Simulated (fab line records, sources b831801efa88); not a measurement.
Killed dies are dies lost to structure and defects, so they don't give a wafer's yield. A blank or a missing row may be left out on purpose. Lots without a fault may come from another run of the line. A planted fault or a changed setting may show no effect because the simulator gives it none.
fab line records | flow sky130
record lots=6 wafers=18 last_day=51
route steps=708 shown VT_ADJUST_NCORE@125 VT_ADJUST_HVTR@131 PAD_OPEN@708
lots that met no fault: from a run of the same line without faults
start_h: hours from the record's first day to the start of the lot's first wafer shown | wait_h: hours since the lot's step before | " the same as in the row above | L1.1+2: a row that stands for several wafers | - no value, or no start given | * or withheld: withheld | < > ~ a bound
route shown NAME@n: a module of which the file shows steps, and the number in the route of the first | usual: mean/standard deviation of fault-free wafers | same: alike in all rows | chamber/n: place in a boat | sites: the reading at each site | _std_site: their standard deviation | _edge_site: outer sites' mean less inner sites' | radius_mm: how far each site lies from the wafer's centre | mask NAME#n: copy n | behind: the tool/chamber that last shaped the wafer | hold: why the lot was held/for how many hours/how that ended | device: the transistor (n, p or np) that didn't switch | end of line: the same wafers' tests at the end of the route | a step without rows: its recipe alone | killed: dies lost to structure and defects at the first sort, not the wafer's yield | map: a wafer's dies, x killed, . not, _ none there
set.NAME: the setting as run; set.NAME@STEP: as run at that earlier step | model.NAME: the simulator's own value behind a step, which no gauge read
lots at some steps of the route; a table a step, a row a wafer
services: from which hour (start_h, from the record's first day; less than 0 if before it) a tool's chamber was out of use, for how many hours, and why
## steps
# step SKY_VT_ADJUST_NCORE_DEVELOP_06
# recipe resist=NOVOLAK developer=TMAH develop_time_s=60 dev_temp_c=23
# step SKY_VT_ADJUST_NCORE_CD_MEAS_07
# recipe target_cd_nm=380
# usual cd_nm=379.9/2.1
# columns lot.wafer tool chamber start_h wait_h cd_nm
L574.2 cd_sem-02 - 206.86 0.1 379.5
L574.3 " - " " 380.3
L574.5 " - " " 379.4
L575.2 cd_sem-02 - 211.74 0.1 379.4
L575.3 " - " " 382.1
L575.4 " - " " 379.1
L579.1 cd_sem-01 - 246.25 0.1 377.0
L579.2 " - " " 376.2
L579.4 " - " " 375.6
L581.1 cd_sem-02 - 248.80 0.1 377.6
L581.3 " - " " 377.7
L581.5 " - " " 377.6
L591.2 cd_sem-02 - 325.38 0.1 381.7
L591.5 " - " " 382.7
L591.6 " - " " 380.6
L592.1 cd_sem-01 - 329.40 0.1 381.1
L592.3 " - " " 382.2
L592.5 " - " " 380.9
# step SKY_VT_ADJUST_NCORE_OVL_MEAS_08
# usual VT_ADJUST_NCORE_OVL=-0.1/1.3
# columns lot.wafer tool chamber start_h wait_h VT_ADJUST_NCORE_OVL[nm]
L574.2 overlay-02 - 206.97 0.1 1.8
L574.3 " - " " 1.6
L574.5 " - " " 2.5
L575.2 overlay-02 - 211.84 0.1 -1.2
L575.3 " - " " 0.6
L575.4 " - " " 0.2
L579.1 overlay-02 - 246.37 0.1 0.8
L579.2 " - " " 1.2
L579.4 " - " " 0.6
L581.1 overlay-01 - 248.92 0.1 0.1
L581.3 " - " " 0.1
L581.5 " - " " 0.1
L591.2 overlay-02 - 325.49 0.1 -1.6
L591.5 " - " " -1.5
L591.6 " - " " -2.0
L592.1 overlay-01 - 329.52 0.1 0.3
L592.3 " - " " -2.3
L592.5 " - " " 0.5
# step SKY_VT_ADJUST_NCORE_IMPLANT_09
# recipe species=B energy_kev=10 dose_cm2=2.4e+12 tilt_deg=withheld
# step SKY_VT_ADJUST_NCORE_STRIP_10
# recipe chemistry=O2/N2 power_w=1400 pressure_mtorr=1500 platen_temp_c=withheld o2_flow_sccm=3000 n2_flow_sccm=300 overash_fraction=0.5
# usual drypump_motor_current_A=5.6/0.35 oes_product_au=0.716/0.0044 strip_time_to_endpoint_s=14.20/0.04
# columns lot.wafer tool chamber start_h wait_h drypump_motor_current_A oes_product_au rf_hours_counter_h strip_time_to_endpoint_s
L574.2 plasma_asher-02 0 207.15 0.1 5.4 0.708 50 14.21
L574.3 " 1 " " 5.4 0.716 - 14.19
L574.5 " 0 " " 5.5 0.716 - 14.16
L575.2 plasma_asher-03 1 212.02 0.1 6.4 0.711 40 14.20
L575.3 " 1 " " 6.4 0.714 - 14.23
L575.4 " 0 " " 5.3 0.717 - 14.19
L579.1 plasma_asher-04 0 246.55 0.1 5.5 0.713 56 14.17
L579.2 " 1 " " 5.6 0.711 56 14.17
L579.4 " 1 " " 5.6 0.708 - 14.22
L581.1 plasma_asher-04 0 249.10 0.1 5.6 0.717 56 14.19
L581.3 " 0 " " 5.6 0.719 - 14.21
L581.5 " 1 " " 5.6 0.714 - 14.22
L591.2 plasma_asher-02 0 325.67 0.1 5.4 0.723 62 14.21
L591.5 " 0 " " 5.4 0.715 - 14.21
L591.6 " 1 " " 5.4 0.710 - 14.22
L592.1 plasma_asher-02 1 329.70 0.1 5.4 0.723 62 14.20
L592.3 " 1 " " 5.4 0.719 - 14.16
L592.5 " 0 " " 5.5 0.711 - 14.14
# step SKY_VT_ADJUST_NCORE_TW_MEAS_11
# usual VT_ADJUST_NCORE_TW=218.7/2.7
# columns lot.wafer tool chamber start_h wait_h VT_ADJUST_NCORE_TW
L574.2 film_metro-02 - 207.26 0.1 221.4
L574.3 " - " " 221.5
L574.5 " - " " 222.4
L575.2 film_metro-02 - 212.13 0.1 221.7
L575.3 " - " " 221.2
L575.4 " - " " 221.1
L579.1 film_metro-03 - 246.65 0.1 220.1
L579.2 " - " " 220.3
L579.4 " - " " 220.1
L581.1 film_metro-03 - 249.20 0.1 218.7
L581.3 " - " " 220.6
L581.5 " - " " 218.9
L591.2 film_metro-02 - 325.78 0.1 220.5
L591.5 " - " " 220.7
L591.6 " - " " 220.2
L592.1 film_metro-03 - 329.80 0.1 220.7
L592.3 " - " " 221.3
L592.5 " - " " 222.1
# step SKY_VT_ADJUST_HVTR_DEHYDRATE_00
# recipe temp_c=200 time_s=60
# step SKY_VT_ADJUST_HVTR_HMDS_01
# recipe prime_time_s=60 prime_temp_c=120
# step SKY_VT_ADJUST_HVTR_COAT_02
# recipe resist=NOVOLAK spin_rpm=3000 resist_thk_nm=1140
# step SKY_VT_ADJUST_HVTR_SOFTBAKE_03
# recipe temp_c=90 time_s=60 resist=NOVOLAK
# step SKY_VT_ADJUST_HVTR_EXPOSE_04
# recipe mask_id=HVTRM target_cd_nm=380 na=0.6 source_shape=conventional sigma_outer=0.6 dose_mj=150
# step SKY_VT_ADJUST_HVTR_PEB_05
# recipe temp_c=withheld time_s=* resist=NOVOLAK
# step SKY_VT_ADJUST_HVTR_DEVELOP_06
# recipe develop_time_s=60 dev_temp_c=23
# usual chill_plate_temp_C=23.01/0.1 developer_temp_C=22.98/0.089
# columns lot.wafer tool chamber start_h wait_h chill_plate_temp_C developer_temp_C
L574.2 litho_track-02 0 230.27 0.1 23.04 23.08
L574.3 " 0 " " 22.98 22.93
L574.5 " 0 " " 22.92 22.90
L575.2 litho_track-03 0 235.05 0.1 23.00 22.94
L575.3 " 0 " " 22.77 23.09
L575.4 " 0 " " 22.92 22.86
L579.1 litho_track-01 0 271.59 0.1 22.98 22.84
L579.2 " 0 " " 22.86 22.83
L579.4 " 0 " " 23.06 22.85
L581.1 litho_track-03 0 274.23 0.1 23.17 23.09
L581.3 " 0 " " 22.98 23.04
L581.5 " 0 " " 22.95 22.97
L591.2 litho_track-01 0 351.96 0.1 22.91 22.02
L591.5 " 0 " " 23.04 21.99
L591.6 " 0 " " 22.98 22.07
L592.1 litho_track-01 0 356.94 0.1 23.02 22.05
L592.3 " 0 " " 23.03 22.20
L592.5 " 0 " " 23.12 22.06
# step SKY_VT_ADJUST_HVTR_CD_MEAS_07
# recipe target_cd_nm=380
# usual cd_nm=379.8/2.5
# columns lot.wafer tool chamber start_h wait_h cd_nm
L574.2 cd_sem-01 - 230.42 0.1 374.7
L574.3 " - " " 375.7
L574.5 " - " " 378.5
L575.2 cd_sem-02 - 235.20 0.1 377.1
L575.3 " - " " 378.7
L575.4 " - " " 376.0
L579.1 cd_sem-01 - 271.74 0.1 382.3
L579.2 " - " " 380.5
L579.4 " - " " 379.8
L581.1 cd_sem-02 - 274.38 0.1 381.1
L581.3 " - " " 382.3
L581.5 " - " " 381.1
L591.2 cd_sem-01 - 352.11 0.1 384.3
L591.5 " - " " 382.6
L591.6 " - " " 382.2
L592.1 cd_sem-01 - 357.09 0.1 388.0
L592.3 " - " " 385.8
L592.5 " - " " 387.3
# step SKY_PAD_OPEN_PROBE_99
# usual killed_at_M0_to_M3=43/6.6 killed_at_M4_up=3.1/1.9 killed_at_contacts=24/5.2 killed_at_front_end=16/4.5 killed_at_other=0.4/0.62 killed_dies=87/9 killed_open=48/7 killed_short=39/6.2
# same gross_dies=492 killed_at_back_side=0
# columns lot.wafer tool chamber start_h wait_h killed_at_M0_to_M3 killed_at_M4_up killed_at_contacts killed_at_front_end killed_at_other killed_dies killed_open killed_short
L575.2 prober-02 - 1119.50 0.1 37 2 21 21 0 81 46 35
L575.3 prober-02 - 1119.55 0.2 51 2 18 11 0 82 40 42
L575.4 prober-02 - 1119.60 0.2 39 5 33 10 0 87 59 28
L579.1 prober-01 - 1140.95 0.1 38 4 23 10 1 76 36 40
L579.2 prober-01 - 1141.00 0.1 47 3 27 19 0 96 64 32
L579.4 prober-01 - 1141.10 0.2 42 2 27 18 1 90 47 43
L581.1 prober-02 - 1146.52 0.1 49 2 22 16 1 90 42 47
L581.3 prober-02 - 1146.62 0.2 52 3 28 16 1 100 52 48
L581.5 prober-02 - 1146.72 0.2 41 2 19 19 0 81 44 37
L592.1 prober-01 - 1211.60 0.1 48 5 19 14 1 87 46 41
L592.3 prober-01 - 1211.70 0.2 52 5 28 9 1 95 58 37
L592.5 prober-01 - 1211.80 0.2 44 1 28 17 0 90 51 39
L591.2 prober-02 - 1213.21 0.1 50 1 21 11 1 84 47 37
L591.5 prober-02 - 1213.36 0.2 55 3 14 8 0 80 51 29
L591.6 prober-02 - 1213.41 0.2 49 5 19 7 0 80 36 44
# killed by level:class
L575.2 VIA1:geometric_particle:open=7 CONTACT:geometric_particle:open=7 VIA2:geometric_particle:open=6 VIA3:geometric_particle:open=6 FIELD_ISO:geometric_particle:open=5 LI_CONTACT:geometric_particle:open=5 LOCAL_INTERCONNECT:geometric_particle:short=4 METAL1:geometric_particle:short=4
L575.3 VIA2:geometric_particle:open=9 LI_CONTACT:geometric_particle:open=8 VIA1:geometric_particle:open=6 VIA2:geometric_particle:short=6 VIA1:geometric_particle:short=5 VIA3:geometric_particle:short=5 VIA3:geometric_particle:open=5 METAL2:geometric_particle:short=5
L575.4 CONTACT:geometric_particle:open=13 LI_CONTACT:geometric_particle:open=11 VIA1:geometric_particle:open=10 VIA2:geometric_particle:open=8 VIA3:geometric_particle:open=6 CONTACT:geometric_particle:short=4 METAL1:geometric_particle:short=4 FIELD_ISO:geometric_particle:short=3
L579.1 VIA1:geometric_particle:open=10 METAL1:geometric_particle:short=9 LOCAL_INTERCONNECT:geometric_particle:short=7 CONTACT:geometric_particle:open=7 LI_CONTACT:geometric_particle:open=4 VIA3:geometric_particle:open=4 FIELD_ISO:geometric_particle:short=3 CONTACT:geometric_particle:short=3
L579.2 VIA3:geometric_particle:open=11 LI_CONTACT:geometric_particle:open=9 CONTACT:geometric_particle:open=8 VIA1:geometric_particle:open=8 VIA2:geometric_particle:open=7 METAL2:geometric_particle:short=6 FIELD_ISO:geometric_particle:open=5 POLY_GATE:geometric_particle:open=5
L579.4 CONTACT:geometric_particle:open=16 VIA1:geometric_particle:open=11 METAL2:geometric_particle:short=7 METAL1:geometric_particle:short=7 FIELD_ISO:geometric_particle:short=6 LI_CONTACT:geometric_particle:open=5 FIELD_ISO:geometric_particle:open=4 POLY_GATE:geometric_particle:open=4
L581.1 VIA2:geometric_particle:open=11 CONTACT:geometric_particle:open=10 VIA1:geometric_particle:short=8 VIA1:geometric_particle:open=7 FIELD_ISO:geometric_particle:short=6 VIA2:geometric_particle:short=5 CONTACT:geometric_particle:short=5 POLY_GATE:geometric_particle:short=5
L581.3 VIA3:geometric_particle:open=11 CONTACT:geometric_particle:open=10 LI_CONTACT:geometric_particle:open=9 VIA1:geometric_particle:short=8 METAL2:geometric_particle:short=8 VIA2:geometric_particle:open=7 VIA1:geometric_particle:open=6 FIELD_ISO:geometric_particle:short=5
L581.5 CONTACT:geometric_particle:open=11 VIA3:geometric_particle:open=10 VIA1:geometric_particle:short=9 POLY_GATE:geometric_particle:short=7 VIA2:geometric_particle:open=7 FIELD_ISO:geometric_particle:short=6 VIA1:geometric_particle:open=6 METAL3:geometric_particle:short=4
L592.1 VIA1:geometric_particle:open=15 METAL2:geometric_particle:short=10 CONTACT:geometric_particle:short=6 LI_CONTACT:geometric_particle:open=6 METAL1:geometric_particle:short=6 CONTACT:geometric_particle:open=5 VIA3:geometric_particle:open=5 POLY_GATE:geometric_particle:open=4
L592.3 VIA1:geometric_particle:open=19 CONTACT:geometric_particle:open=9 METAL2:geometric_particle:short=8 LI_CONTACT:geometric_particle:open=7 VIA3:geometric_particle:open=6 VIA1:geometric_particle:short=6 CONTACT:geometric_particle:short=5 LI_CONTACT:geometric_particle:short=3
L592.5 VIA1:geometric_particle:open=16 CONTACT:geometric_particle:open=8 LI_CONTACT:geometric_particle:open=7 VIA1:geometric_particle:short=6 FIELD_ISO:geometric_particle:short=5 CONTACT:geometric_particle:short=5 POLY_GATE:geometric_particle:short=4 METAL1:geometric_particle:short=4
L591.2 VIA1:geometric_particle:open=16 VIA1:geometric_particle:short=11 CONTACT:geometric_particle:open=10 POLY_GATE:geometric_particle:open=5 VIA3:geometric_particle:open=5 FIELD_ISO:geometric_particle:short=4 LI_CONTACT:geometric_particle:open=4 LI_CONTACT:geometric_particle:short=4
L591.5 VIA1:geometric_particle:open=15 VIA3:geometric_particle:open=9 CONTACT:geometric_particle:open=8 METAL2:geometric_particle:short=8 VIA2:geometric_particle:open=8 METAL1:geometric_particle:short=5 FIELD_ISO:geometric_particle:short=4 METAL2:geometric_particle:open=3
L591.6 VIA2:geometric_particle:open=7 VIA3:geometric_particle:open=7 CONTACT:geometric_particle:open=6 VIA1:geometric_particle:open=6 VIA1:geometric_particle:short=6 VIA3:geometric_particle:short=5 METAL1:geometric_particle:short=5 METAL2:geometric_particle:short=5
## services
# columns tool chamber start_h hours kind
plasma_asher-03 - 214.75 2.8 pm
plasma_asher-03 - 274.05 2.7 repair
plasma_asher-03 - 331.40 5.6 repair
plasma_asher-03 - 350.89 2.3 repair
## key
first_sign step=SKY_VT_ADJUST_HVTR_DEVELOP_06 reading=developer_temp_C direction=down sigmas=10 usual=* struck=*
effect step=SKY_VT_ADJUST_HVTR_CD_MEAS_07 reading=cd_nm direction=up sigmas=2.1 usual=379.8 struck=385.0
met_at SKY_VT_ADJUST_HVTR_DEVELOP_06
struck_wafers L591.2,L591.5,L591.6,L592.1,L592.3,L592.5
tester_left_out L591,L592
onset_between 271.59 351.96
fault kind=process_parameter_drift tool=litho_track-01 chamber=- onset_h=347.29 steps=SKY_VT_ADJUST_HVTR_DEVELOP_06 channel=dev_temp_c offset=* shape=step end_h=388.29 acts_in=* stated=*
# tester_left_out: of these lots the tester's yield and bins aren't shown, on N5 and GAA mostly nor the transistor test; their killed dies are dies lost to structure and defects alone, not to doping, threshold or leakage, so they don't give the yield
